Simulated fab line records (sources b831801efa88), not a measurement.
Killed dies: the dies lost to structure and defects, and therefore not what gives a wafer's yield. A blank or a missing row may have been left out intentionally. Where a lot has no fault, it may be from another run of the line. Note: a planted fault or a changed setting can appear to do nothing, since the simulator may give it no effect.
Comparing a struck lot with a sound one + flow sky130 + 17 out of 708 route steps
Sound: wafers L750.3, L750.4, L750.6. The struck wafers were L747.4, L747.5, L747.6. At the end, the cause is stated.
Each step with rows lists, per side, the tool, then ch with its chambers, then its first start. Under that, the readings that differ: sound wafers + struck wafers + difference of the means + sigmas: that difference in standard deviations of wafers without a fault.
alike: a reading whose means differ by less than 2 such deviations, as well as words and numbers matching on both sides. not compared: withheld readings; readings where some wafer has no value; bounds like >300 that might hide an equal value; numbers whose values overlap and for which the record gives no deviation.
Wherever a step has rows on one side only, a row that says differs or no value, or a row with sigmas, the two part there. Non-overlapping numbers with no deviation appear without sigmas and do not part them. A reading missing from all wafers of one side parts the sides only when that side holds two or more wafers.

first, 3 steps without rows for these wafers: SKY_VIA2_EXPOSE_09 (exposes mask VIM2, target cd 200 nm); SKY_VIA2_PEB_10; SKY_VIA2_DEVELOP_11 (develop time 60 s).
SKY_VIA2_CD_MEAS_12: the cd target is 200 nm.
  struck on cd-sem-01, day 41 07:06; sound on cd-sem-01, day 42 15:25
  alike: cd-nm
SKY_VIA2_OVL_MEAS_13:
  struck on overlay-02, day 41 07:10; sound on overlay-02, day 42 15:30
  alike: VIA2_OVL
SKY_VIA2_ETCH_14: etches BARC in N2/H2, stops on SiO2, time 45.9 s, target depth 60 nm.
  sound on rie-diel-04 ch 1,2,3, day 42 15:31; struck on rie-diel-01 ch 2,3, day 41 07:13
  alike: drypump-motor-current-A, oes-product-au, throttle-valve-pct
  not compared: rf-hours-counter-h
SKY_VIA2_ETCH_15: etches SiO2 in C4F8/O2/Ar, stops on TiN, target depth 546 nm, time 84 s.
  sound on rie-diel-04 ch 1,2,3, day 42 15:34; struck on rie-diel-01 ch 2,3, day 41 07:17
  alike: oes-product-au
  not compared: rf-hours-counter-h
SKY_VIA2_STRIP_16: strips in O2/N2.
  sound on plasma-asher-04 ch 0,1, day 42 15:40; struck on plasma-asher-03 ch 0,1, day 41 07:23
  alike: drypump-motor-current-A, o2-flow-sccm, oes-product-au, strip-time-to-endpoint-s
  not compared: rf-hours-counter-h
then, 3 steps without rows for these wafers: SKY_VIA2_STRIP_17 (strips in post etch residue remover, time 1200 s); SKY_VIA2_CLEAN_18 (cleans in IPA, time 180 s); SKY_VIA2_CLEAN_19 (cleans in O3/DIW).
SKY_VIA2_SPUTTER_20: material TiN, target thk 20 nm, time 80 s.
  struck on pvd-sputter-04, day 41 07:58; sound on pvd-sputter-02, day 42 16:23
  alike: throttle-valve-pct
SKY_VIA2_CVD_21: deposits W, target thk 420 nm, time 126.4 s.
  sound on cvd-w-02 ch 0,1, day 42 16:29; struck on cvd-w-02 ch 0,1, day 41 08:04
  no value came back on the struck wafers for chamber-pressure-Torr (Torr), heater-power-outer-w (W), heater-power-w (W); on the sound wafers chamber-pressure-Torr (Torr) reads 39.97 39.99 39.82
SKY_VIA2_RS_MEAS_22: the measuring method here is four-point-probe.
  struck on film-metro-03, day 41 08:13; sound on film-metro-01, day 42 16:37
| reading            | sound                | struck               | difference | sigmas      |
|--------------------|----------------------|----------------------|------------|-------------|
| VIA2_W_RS (ohm/sq) | 0.2697 0.2685 0.2702 | 57.436 58.105 58.324 | +57.686    | +99 or more |
SKY_VIA2_THK_MEAS_23: measures by xrf.
  struck on film-metro-03, day 41 08:18; sound on film-metro-01, day 42 16:43
| reading         | sound       | struck | difference                    | sigmas |
|-----------------|-------------|--------|-------------------------------|--------|
| VIA2_W_THK (nm) | 432 435 430 | - - -  | no value on the struck wafers |        |
SKY_VIA2_CMP_24: polishes, stops on SiO2, t overpolish 20 s, target thk 0 nm.
  sound on cmp-02 ch 0,3, day 42 16:56; struck on cmp-02 ch 1,2, day 41 08:23
| reading                | sound       | struck | difference | sigmas |
|------------------------|-------------|--------|------------|--------|
| time-to-endpoint-s (s) | 103 108 102 | 8 7 3  | -98        | -20    |
  alike: motor-current-A, slurry-flow-ml-min
-- the record jumps here: 8 days lie between the struck wafers' starts before and after (it left off in module VIA2 and takes up again in module PAD_OPEN, whose first step shown is number 708 of the route) --
SKY_PAD_OPEN_PROBE_99:
  struck on prober-01, day 49 15:53; sound on prober-02, day 50 13:52
| reading                  | sound          | struck         | difference | sigmas |
|--------------------------|----------------|----------------|------------|--------|
| defect-limited-yield (%) | 79.7 84.3 83.3 | 0 0 0          | -82        | -41    |
| killed_at_M0_to_M3       | 51 39 44       | 459 447 445    | +406       | +61    |
| killed-dies              | 100 77 82      | 492 492 492    | +406       | +42    |
| killed-on-rim            | 17 15 17       | 96 96 96       | +80        | +20    |
| sort_bin_5_function (%)  | 11.6 8.9 7.3   | 92.9 92.7 91.1 | +83.0      | +55    |
| sort-n-pass              | 392 415 410    | 0 0 0          | -406       | -42    |
| sort-yield-pct (%)       | 79.7 84.3 83.3 | 0 0 0          | -82        | -41    |
  alike: killed_at_M4_up, killed-at-contacts, killed-at-front-end, killed-at-other, killed-open, killed-short, sort_bin_3_pad_short, sort_bin_6_memory

WHERE THEY PART
At SKY_VIA2_CVD_21 first; at SKY_PAD_OPEN_PROBE_99 last (within this record only).

WHY: the cause the simulator had injected
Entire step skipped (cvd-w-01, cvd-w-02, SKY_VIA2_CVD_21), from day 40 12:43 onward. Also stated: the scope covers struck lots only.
